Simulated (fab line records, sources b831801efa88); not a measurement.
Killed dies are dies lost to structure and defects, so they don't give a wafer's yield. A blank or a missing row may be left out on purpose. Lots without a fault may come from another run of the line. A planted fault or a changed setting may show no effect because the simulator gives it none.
Problem report in the 8D (eight disciplines) form, filled by code | flow gf180mcu | the parts of the form that need people (team, actions taken, sign-off) are left out

1. THE PROBLEM
oes_product_au at GF_M2_METAL_ETCH_16 reads a mean of 0.943 a.u. on 1 wafer of 1 lot; wafers without a fault read 0.974 a.u. with a standard deviation of 0.0056. That is -5.5 standard deviations from the usual mean.
The step: etches the open film in Cl2/BCl3, stops on SiO2, target depth 627.5 nm, time 104.6 s.
First seen on wafer L710.4, day 22 04:49, on rie_metal-02. The record holds 33 wafers of 11 lots with a number at this step. Rule for "out", or "out of limits": more than 4 standard deviations from the usual mean. The other wafers with a number count as sound.

2. WHAT IT IS AND WHAT IT IS NOT
question                    | is                | is not
which readings at this step | oes_product_au    | drypump_motor_current_A, throttle_valve_pct
which lots                  | L710              | L702, L703, L704, L707, L717, L718, L721, L723, L724, L725
which wafers of those lots  | L710.4            | L710.2, L710.5
read on which tools         | rie_metal-02      | rie_metal-01, rie_metal-04
when                        | from day 22 04:49 | up to then (14 sound wafers); but 18 sound wafers of L717, L718, L721, L723, L724, L725 came after

3. SUSPECTS, AND WHAT RULES EACH OUT
Counting: a tool at a process step up to the reading stays a suspect if it ran every lot that is out. Sound lots after the first of them don't rule it out here, since some wafers of a struck lot are sound.
- rie_diel-04 at GF_V1_ETCH_16 (etches BARC in N2/H2): kept. It ran the lot that is out, L710 (day 21 03:34); its last sound lot up to then is L703 (day 18 07:10).
- pvd_sputter-04 at GF_M2_SPUTTER_02 (material AlCu, target thk 450 nm, time 23.9 s): kept. It ran the lot that is out, L710 (day 21 05:03); its last sound lot up to then is L707 (day 20 04:45).
- pvd_sputter-04 at GF_M2_SPUTTER_04 (material TiN, target thk 50 nm, time 41.7 s): kept. It ran the lot that is out, L710 (day 21 05:07); its last sound lot up to then is L707 (day 20 04:48).
- rie_metal-02 at GF_M2_METAL_ETCH_16 (etches the open film in Cl2/BCl3, stops on SiO2, target depth 627.5 nm, time 104.6 s): kept. It ran the lot that is out, L710 (day 22 04:49); its last sound lot up to then is L702 (day 18 21:26). Its own readings are out on those wafers: oes_product_au.
- Within rie_diel-04 at GF_V1_ETCH_16: the wafers that are out ran in chamber 2; their sound lot-mates ran in chambers 1, 3.
Left after counting: rie_diel-04 at GF_V1_ETCH_16, pvd_sputter-04 at GF_M2_SPUTTER_02, pvd_sputter-04 at GF_M2_SPUTTER_04, rie_metal-02 at GF_M2_METAL_ETCH_16.

4. THE CAUSE (what the simulator had put in)
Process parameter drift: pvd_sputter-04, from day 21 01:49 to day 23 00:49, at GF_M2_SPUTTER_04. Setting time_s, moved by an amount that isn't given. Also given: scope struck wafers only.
Counting left 4 suspects, and this tool is among them.

5. THE CHAIN OF EFFECTS, in route order
Each row: a reading whose mean over the struck wafers that have a number lies more than 3 standard deviations from the usual. Only readings for which the record gives a usual standard deviation are gone through. hours: the time from each lot's start at the first step in this table that gives one to its start at this step, as a median over the lots. sigmas: the change in usual standard deviations.
hours | step                | reading        | usual      | on struck wafers | change | sigmas
0     | GF_M2_THK_MEAS_06   | M2_ALCU_THK    | 455 nm     | 471              | +16    | +3.3
24    | GF_M2_METAL_ETCH_16 | oes_product_au | 0.974 a.u. | 0.943            | -0.031 | -5.5
The process steps in it:
- GF_M2_METAL_ETCH_16: etches the open film in Cl2/BCl3, stops on SiO2, target depth 627.5 nm, time 104.6 s.

6. WHAT WOULD HAVE CAUGHT IT SOONER
In this record the first reading out of limits was taken at day 22 04:49, 27 hours after the fault began at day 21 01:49.
Of the tool readings at GF_M2_SPUTTER_04 for which the record gives a usual standard deviation, none was out on any struck wafer, so an alarm limit of 4 standard deviations on them would not have fired.
All the lots that are out (1) had begun GF_M2_SPUTTER_04 on pvd_sputter-04 by day 22 04:49. A hold on the tool at that time would have spared none of them.
